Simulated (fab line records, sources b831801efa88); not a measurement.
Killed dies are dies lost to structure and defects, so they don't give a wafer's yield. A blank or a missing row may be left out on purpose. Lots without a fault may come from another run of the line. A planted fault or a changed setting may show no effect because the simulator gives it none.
Problem report in the 8D (eight disciplines) form, filled by code | flow sky130 | the parts of the form that need people (team, actions taken, sign-off) are left out

1. THE PROBLEM
SONOS_ONO_CVD_02_THK at SKY_SONOS_ONO_THK_MEAS_03 reads a mean of 9.74 nm on 6 wafers of 2 lots; wafers without a fault read 10.48 nm with a standard deviation of 0.14. That is -5.3 standard deviations from the usual mean.
First seen on wafer L653.1, day 14 23:36, on film_metro-01. The record holds 30 wafers of 10 lots with a number at this step. Rule for "out", or "out of limits": more than 4 standard deviations from the usual mean. The other wafers with a number count as sound.

2. WHAT IT IS AND WHAT IT IS NOT
question                    | is                     | is not
which readings at this step | SONOS_ONO_CVD_02_THK   | -
which lots                  | L653, L655             | L644, L645, L646, L663, L664, L665, L666, L667
which wafers of those lots  | all that have a number | -
read on which gauges        | film_metro-01          | film_metro-04
when                        | from day 14 23:36      | up to then (9 sound wafers); but 15 sound wafers of L663, L664, L665, L666, L667 came after

3. SUSPECTS, AND WHAT RULES EACH OUT
Counting: a tool at a process step up to the reading stays a suspect if it ran every lot that is out and no sound lot after the first of them.
- the gauge at SKY_SONOS_ONO_THK_MEAS_03: kept. All the wafers that are out were read on film_metro-01, and no step on other tools shows them out.
- plasma_asher-01 at SKY_VT_ADJUST_HVTP_STRIP_10 (strips in O2/N2): ruled out as a lasting fault. Sound lots L666 ran on it after its first lot that is out, L653 (day 8 15:43).
- lpcvd-02 at SKY_SONOS_ONO_CVD_02 (deposits Si3N4 from DCS/NH3, target thk 10.5 nm, time 180 s): ruled out as a lasting fault. Sound lots L663, L664, L665, L666, L667 ran on it after its first lot that is out, L653 (day 14 22:01).
Left after counting: film_metro-01 at SKY_SONOS_ONO_THK_MEAS_03.

4. THE CAUSE (what the simulator had put in)
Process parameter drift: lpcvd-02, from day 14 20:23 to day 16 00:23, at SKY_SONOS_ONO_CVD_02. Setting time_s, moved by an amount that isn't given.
Counting ruled it out, wrongly: the rule takes a fault to strike every lot that its tool runs from its start on, and this one did not.

5. THE CHAIN OF EFFECTS, in route order
Each row: a reading whose mean over the struck wafers that have a number lies more than 3 standard deviations from the usual. Only readings for which the record gives a usual standard deviation are gone through. hours: the time from each lot's start at the first step in this table that gives one to its start at this step, as a median over the lots. sigmas: the change in usual standard deviations.
hours | step                      | reading              | usual    | on struck wafers | change | sigmas
0     | SKY_SONOS_ONO_THK_MEAS_03 | SONOS_ONO_CVD_02_THK | 10.48 nm | 9.74             | -0.74  | -5.3

6. WHAT WOULD HAVE CAUGHT IT SOONER
In this record the first reading out of limits at a measuring or inspecting step was taken at day 14 23:36, 3 hours after the fault began at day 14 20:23.
Of the tool readings at SKY_SONOS_ONO_CVD_02 for which the record gives a usual standard deviation, none was out on any struck wafer, so an alarm limit of 4 standard deviations on them would not have fired.
